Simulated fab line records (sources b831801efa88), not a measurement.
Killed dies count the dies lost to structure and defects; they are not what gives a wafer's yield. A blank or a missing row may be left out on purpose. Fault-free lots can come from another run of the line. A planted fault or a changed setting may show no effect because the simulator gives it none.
Which tool was responsible? -- flow gf180mcu -- 45 wafers sampled from 15 lots at 1 step of a route of 602

WHAT THE GAUGES READ, wafer by wafer
Not one reading of a measure or inspect step in the record can be checked against a usual standard deviation.

WHICH TOOL RAN EACH LOT (tool, then ch and the chambers of the sampled wafers, then the start)
lot,GF_V1_DEVELOP_13
L218,"litho-track-02 ch 0, day 19 08:21"
L217,"litho-track-03 ch 0, day 19 10:32"
L219,"litho-track-03 ch 0, day 19 22:32"
L221,"litho-track-03 ch 0, day 20 15:41"
L222,"litho-track-02 ch 0, day 20 15:51"
L223,"litho-track-03 ch 0, day 21 05:38"
L224,"litho-track-04 ch 0, day 21 12:16"
L227,"litho-track-04 ch 0, day 22 14:47"
L228,"litho-track-03, day 22 16:26"
L229,"litho-track-03, day 23 09:49"
L230,"litho-track-02, day 23 14:33"
L231,"litho-track-04 ch 0, day 23 20:17"
L236,"litho-track-04 ch 0, day 25 06:38"
L237,"litho-track-02 ch 0, day 25 15:24"
L238,"litho-track-04 ch 0, day 26 00:13"
- GF_V1_DEVELOP_13: develop time 60 s.

WHAT THE TOOLS THEMSELVES READ (means of the sampled wafers that have a number; where no wafer has one, the mark that the record gives instead)
GF_V1_DEVELOP_13. Usual: chill-plate-temp-C 22.99 C, standard deviation 0.1; developer-temp-C 21.01 C, standard deviation 0.11.
lot,tool,chill-plate-temp-C (C),developer-temp-C (C),flag
L218,litho-track-02,23.01,21.09,
L217,litho-track-03,22.96,21.01,
L219,litho-track-03,23.09,21.05,
L221,litho-track-03,22.99,20.93,
L222,litho-track-02,23.10,20.97,
L223,litho-track-03,23.08,21.02,
L224,litho-track-04,23.04,21.16,
L227,litho-track-04,22.96,21.08,
L228,litho-track-03,-,-,OFF
L229,litho-track-03,-,-,OFF
L230,litho-track-02,-,-,OFF
L231,litho-track-04,22.90,20.97,
L236,litho-track-04,22.90,20.78,
L237,litho-track-02,22.93,21.16,
L238,litho-track-04,23.15,20.89,

THE ANSWER, worked out from the rows above alone
Rule: a lot is off if the mean of its wafers that have a number lies more than 3 standard deviations from the usual mean. Also off: a lot with no number at a reading for which 4 or more lots have one. All remaining lots with rows at the step are treated as sound. First the gauges in route order, then the tools' own readings, where a lot's mean is used as printed above. At the first step where some lot is off, the reading lying furthest off is the one used; lots without a number count as furthest.
Off: L228, L229, L230, at GF_V1_DEVELOP_13 (chill-plate-temp-C). Without a number there: L228, L229, L230.
If a tool, at that step or one of the process steps before it, ran each lot that is off and ran no sound lot following the first of them, it fits. No candidate that was tried fits.

WHAT THE SIMULATOR HAD INSERTED
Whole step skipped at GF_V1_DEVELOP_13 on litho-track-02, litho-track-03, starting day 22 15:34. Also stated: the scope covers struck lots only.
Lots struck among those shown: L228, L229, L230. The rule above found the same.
